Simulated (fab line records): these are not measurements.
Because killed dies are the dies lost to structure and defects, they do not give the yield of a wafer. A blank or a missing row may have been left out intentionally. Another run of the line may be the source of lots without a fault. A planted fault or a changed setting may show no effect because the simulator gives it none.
Which tool was responsible?	flow gf180mcu	11 lots, 33 wafers sampled, at 2 steps of a route of 602

WHAT THE GAUGES READ, wafer by wafer
GF_HV_LDD_TW_MEAS_11.
lot	measured	on	HV_LDD_TW
L464	day 10 16:27	film metro-04	2351 2351 2350
L465	day 10 22:34	film metro-04	2349 2356 2351
L469	day 12 06:23	film metro-03	2282 2292 2288 2289 2282 2283
L471	day 12 23:26	film metro-03	2277 2277 2281 2273 2271 2266
L472	day 13 03:08	film metro-04	2260 2260 2239 2245 2249 2253
L473	day 13 17:29	film metro-03	2389 2387 2391
L475	day 14 04:56	film metro-04	2370 2368 2336
L479	day 15 07:41	film metro-04	2370 2377 2367
L482	day 16 08:59	film metro-04	2367 2374 2363
L483	day 16 14:56	film metro-04	2352 2365 2355
L485	day 17 07:14	film metro-03	2392 2381 2385

WHAT TOOL EACH LOT RAN ON (gives the tool, then ch and the chambers of the sampled wafers, and finally the start)
lot	GF_HV_LDD_IMPLANT_09
L464	implanter-03 ch 0, day 10 16:13
L465	implanter-01 ch 0, day 10 22:20
L469	implanter-03 ch 0, day 12 06:08
L471	implanter-03 ch 0, day 12 23:11
L472	implanter-03 ch 0, day 13 02:53
L473	implanter-01 ch 0, day 13 17:14
L475	implanter-02 ch 0, day 14 04:43
L479	implanter-03 ch 0, day 15 07:26
L482	implanter-02 ch 0, day 16 08:38
L483	implanter-03 ch 0, day 16 14:41
L485	implanter-03 ch 0, day 17 06:59
- GF_HV_LDD_IMPLANT_09

THE ANSWER, worked out from the rows above alone
Rule: the lots themselves supply what counts as usual. Put in order of their means at a reading, lots are off if they are a third of the lots or fewer, leave a main group of 4 or more, and stand apart from it by a gap of 3 or more times the standard deviation of the main group's means; of several such gaps the widest counts. The tables above print the reading to a certain number of digits; a main group whose means all agree to those digits is not used. A lot without any number at a reading at which 4 lots or more have one is off too. All remaining lots with rows at the step are treated as sound.
Off: at GF_HV_LDD_TW_MEAS_11 (HV_LDD_TW), L469, L471, L472. Mean 2367 and standard deviation 14 in the main group.
If a tool, at a process step before that reading, ran all the lots that are off and no sound lot after the first of them, it fits. Those tools and the gauges at GF_HV_LDD_TW_MEAS_11 are tried in the same way. Not one of the candidates tried fits.

WHAT THE SIMULATOR HAD INSERTED
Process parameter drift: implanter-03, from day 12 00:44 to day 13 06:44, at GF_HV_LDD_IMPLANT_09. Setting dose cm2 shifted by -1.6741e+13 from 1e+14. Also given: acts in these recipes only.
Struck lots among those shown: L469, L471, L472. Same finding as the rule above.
